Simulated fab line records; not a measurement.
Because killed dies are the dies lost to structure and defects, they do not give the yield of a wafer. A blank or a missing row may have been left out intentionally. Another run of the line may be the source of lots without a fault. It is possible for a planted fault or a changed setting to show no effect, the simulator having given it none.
Code-filled problem report in 8D (eight disciplines) form | flow gf180mcu | the parts of the form that need people (team, actions taken, sign-off) are left out

1. WHAT WENT WRONG
Mean of bias_w at GF_M2_METAL_ETCH_16: 136.1 W over 2 wafers from 1 lot, against 140.0 W (standard deviation 0.41) on wafers with no fault. Relative to the usual mean, that is a shift of -9.6 standard deviations.
The step: etches the open film in Cl2/BCl3, stops on SiO2, target depth 750.8 nm, time 125.1 s.
First seen on wafer L297.3, day 25 04:14, on rie_metal-03. The record holds 36 wafers of 12 lots with a number at this step. The rule behind "out" and "out of limits": a value lying over 4 standard deviations away from the usual mean. Any other wafer with a number is counted as sound.

2. WHAT THIS IS AND IS NOT
question                    | is                | is not
which readings at this step | bias_w            | bcl3_flow_sccm, drypump_motor_current_A, he_backside_leak_sccm, oes_product_au, throttle_valve_pct
which lots                  | L297              | L281, L282, L283, L284, L287, L289, L290, L291, L295, L298, L303
which wafers of those lots  | L297.3, L297.6    | L297.4
read on which tools         | rie_metal-03      | rie_metal-02, rie_metal-04
when                        | from day 25 04:14 | up to then (28 sound wafers); but 6 sound wafers of L298, L303 came after

3. WHAT RULES OUT EACH SUSPECT
Counting: any tool at a process step up to the reading remains a suspect provided it ran every lot that is out. Sound lots after the first of them don't rule it out here, since some wafers of a struck lot are sound.
- rie_metal-03 at GF_M2_METAL_ETCH_16 (etches the open film in Cl2/BCl3, stops on SiO2, target depth 750.8 nm, time 125.1 s): kept. It processed L297, the lot that is out, at day 25 04:14, and its most recent sound lot before then was L295 at day 24 11:17. Its own bias_w readings are out on those wafers.
- The sound lot-mates ran in chamber 1 of rie_metal-03 at GF_M2_METAL_ETCH_16, but the wafers that are out ran in chamber 0.
Left after counting: rie_metal-03 at GF_M2_METAL_ETCH_16.

4. THE CAUSE (what the simulator had put in)
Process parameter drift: rie_metal-03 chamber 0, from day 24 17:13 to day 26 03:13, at GF_M2_METAL_ETCH_16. Setting bias_w, moved by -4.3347, from 140. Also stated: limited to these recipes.
Counting left only this tool.

5. THE CHAIN OF EFFECTS, in route order
One row per reading whose mean, taken over the struck wafers that have a number, lies over 3 standard deviations from the usual. Only readings for which the record gives a usual standard deviation are gone through. hours: the time from each lot's start at the first step in this table that gives one to its start at this step, as a median over the lots. sigmas: the change in usual standard deviations.
hours | step                | reading | usual   | on struck wafers | change | sigmas
0     | GF_M2_METAL_ETCH_16 | bias_w  | 140.0 W | 136.1            | -3.9   | -9.6
Process steps it contains:
- GF_M2_METAL_ETCH_16: etches the open film in Cl2/BCl3, stops on SiO2, target depth 750.8 nm, time 125.1 s.
Later steps that measure or inspect, where all struck wafers having a row at the step show a number for every such reading and not one has moved that far: GF_V2_CD_MEAS_14.

6. WHAT WOULD HAVE CAUGHT IT SOONER
In this record no reading fell out of limits until day 25 04:14, 11 hours after the fault had begun at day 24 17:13.
